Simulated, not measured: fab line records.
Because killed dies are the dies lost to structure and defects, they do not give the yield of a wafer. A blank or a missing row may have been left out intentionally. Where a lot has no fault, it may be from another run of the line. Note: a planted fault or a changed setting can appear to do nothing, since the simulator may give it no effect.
Which tool is to blame? ; flow gf180mcu ; 14 lots, 42 wafers sampled, at 5 steps of a route of 602

## WHAT THE GAUGES SHOWED, per wafer
GF_CONTACT_BOW_MEAS_05. Usual: CONTACT_BOW typically reads 64 um, with standard deviation 6.7.
lot;measured;on;CONTACT_BOW (um);flag
L393;day 16 00:20;film-metro-02;61 56 52;
L394;day 16 04:42;film-metro-02;66 53 56;
L397;day 17 06:59;film-metro-01;67 64 55;
L398;day 18 06:43;film-metro-02;65 61 59;
L399;day 18 09:22;film-metro-01;62 72 64;
L400;day 18 16:05;film-metro-01;85 70 58;
L401;day 19 05:14;film-metro-03;69 60 65;
L404;day 20 04:37;film-metro-02;74 68 66;
L406;day 21 02:05;film-metro-02;66 83 55;
L408;day 21 09:32;film-metro-03;64 67 71;
L409;day 21 15:58;film-metro-03;59 62 52;
L410;day 21 23:02;film-metro-03;65 70 63;
L412;day 22 16:38;film-metro-03;67 66 69;
L413;day 22 22:51;film-metro-03;56 74 57;

GF_CONTACT_OVL_MEAS_15. Usual: CONTACT_OVL typically reads 2 nm, with standard deviation 6.
lot;measured;on;CONTACT_OVL (nm);flag
L393;day 16 23:05;overlay-01;2 5 -7;
L394;day 17 03:17;overlay-01;-3 6 0;
L397;day 18 06:38;overlay-01;9 -2 1;
L398;day 19 07:29;overlay-01;-1 -4 -5;
L399;day 19 09:41;overlay-01;35 28 40;OFF
L400;day 19 16:47;overlay-01;42 37 48;OFF
L401;day 20 06:08;overlay-01;-3 1 -1;
L404;day 21 04:56;overlay-01;-6 -10 5;
L406;day 22 02:08;overlay-01;10 7 12;
L408;day 22 09:23;overlay-01;-8 5 1;
L409;day 22 15:26;overlay-02;0 1 12;
L410;day 22 22:23;overlay-01;-1 5 0;
L412;day 23 15:33;overlay-02;-7 -1 -1;
L413;day 23 22:14;overlay-01;-5 16 -3;

## WHAT TOOL EACH LOT RAN ON (gives the tool, then ch and the chambers of the sampled wafers, and finally the start)
lot;GF_SALICIDE_SPUTTER_02;GF_CONTACT_CVD_02;GF_CONTACT_EXPOSE_11
L393;pvd-sputter-03, day 15 23:16;pecvd-03 ch 0,1,2, day 15 23:55;krf-scanner-01 ch 0, day 16 11:44
L394;pvd-sputter-01, day 16 03:37;pecvd-01 ch 0,2, day 16 04:15;krf-scanner-01 ch 0, day 16 15:50
L397;pvd-sputter-04, day 17 05:55;pecvd-01 ch 0,1,2, day 17 06:32;krf-scanner-01 ch 0, day 17 19:17
L398;pvd-sputter-03, day 18 05:40;pecvd-03 ch 0,1, day 18 06:17;krf-scanner-01 ch 0, day 18 18:28
L399;pvd-sputter-01, day 18 08:19;pecvd-03 ch 0,2, day 18 08:56;krf-scanner-01 ch 0, day 18 21:37
L400;pvd-sputter-04, day 18 14:50;pecvd-04 ch 1,2, day 18 15:40;krf-scanner-01 ch 0, day 19 04:37
L401;pvd-sputter-04, day 19 04:10;pecvd-03 ch 0,2, day 19 04:47;krf-scanner-02 ch 0, day 19 18:01
L404;pvd-sputter-03, day 20 03:25;pecvd-01 ch 0,1, day 20 04:08;krf-scanner-02 ch 0, day 20 16:21
L406;pvd-sputter-04, day 21 01:01;pecvd-01 ch 0,1,2, day 21 01:38;krf-scanner-02 ch 0, day 21 14:41
L408;pvd-sputter-03, day 21 08:28;pecvd-03 ch 0,1, day 21 09:05;krf-scanner-02 ch 0, day 21 21:11
L409;pvd-sputter-01, day 21 14:52;pecvd-04 ch 0,1, day 21 15:31;krf-scanner-02 ch 0, day 22 03:35
L410;pvd-sputter-01, day 21 21:58;pecvd-01 ch 1,2, day 21 22:35;krf-scanner-02 ch 0, day 22 11:26
L412;pvd-sputter-03, day 22 15:33;pecvd-01 ch 0,1,2, day 22 16:12;krf-scanner-02 ch 0, day 23 04:13
L413;pvd-sputter-03, day 22 21:46;pecvd-04 ch 0,2, day 22 22:24;krf-scanner-02 ch 0, day 23 10:47
- GF_SALICIDE_SPUTTER_02: material Co, target thk 10 nm, time 20 s.
- GF_CONTACT_CVD_02: deposits SiO2 from TEOS, target thk 860 nm, time 95.992 s.
- GF_CONTACT_EXPOSE_11: exposes mask Contact, target cd 220 nm.

## WHAT THE TOOLS THEMSELVES READ (means of the sampled wafers that have a number; where no wafer has one, the mark that the record gives instead)
GF_SALICIDE_SPUTTER_02. Usual: throttle-valve-pct at 29.8 %, with a standard deviation of 1.
lot;tool;throttle-valve-pct (%);flag
L393;pvd-sputter-03;29.8;
L394;pvd-sputter-01;29.9;
L397;pvd-sputter-04;29.7;
L398;pvd-sputter-03;29.7;
L399;pvd-sputter-01;30.0;
L400;pvd-sputter-04;29.5;
L401;pvd-sputter-04;29.4;
L404;pvd-sputter-03;28.8;
L406;pvd-sputter-04;29.7;
L408;pvd-sputter-03;29.8;
L409;pvd-sputter-01;30.6;
L410;pvd-sputter-01;30.3;
L412;pvd-sputter-03;29.9;
L413;pvd-sputter-03;29.8;

GF_CONTACT_CVD_02. Usual: heater-power-w at 725 W, with a standard deviation of 120.
lot;tool;heater-power-w (W);flag
L393;pecvd-03;739;
L394;pecvd-01;779;
L397;pecvd-01;750;
L398;pecvd-03;724;
L399;pecvd-03;741;
L400;pecvd-04;746;
L401;pecvd-03;698;
L404;pecvd-01;850;
L406;pecvd-01;738;
L408;pecvd-03;729;
L409;pecvd-04;632;
L410;pecvd-01;623;
L412;pecvd-01;703;
L413;pecvd-04;795;

## THE ANSWER, worked out from the rows above alone
Rule: a lot counts as off when the mean over its wafers that have a number is more than 3 standard deviations away from the usual mean. Also off: a lot with no number at a reading for which 4 or more lots have one. Where the step has rows for the other lots, those lots are counted as sound. After the gauges, taken in route order, come the tools' own readings; for these a lot's mean is taken, as printed above. At the first step where some lot is off, the reading lying furthest off is the one used; lots without a number count as furthest.
Off: L399, L400, seen at GF_CONTACT_OVL_MEAS_15 (CONTACT_OVL).
A tool fits if, at a process step before that reading, it ran every lot that is off, and no sound lot after the first of them. The gauges at GF_CONTACT_OVL_MEAS_15 are tried like those tools. One fits: GF_CONTACT_EXPOSE_11 on krf-scanner-01. A fault onset in the window from L398 (day 18 18:28, its last sound lot) to L399 (day 18 21:37, its first lot off) fits.

## WHAT THE SIMULATOR HAD PUT IN
Scanner matching overlay: krf-scanner-01, from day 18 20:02 on, at GF_CONTACT_EXPOSE_11. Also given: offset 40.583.
Struck lots among those shown: L399, L400. The rule given above showed the same thing.
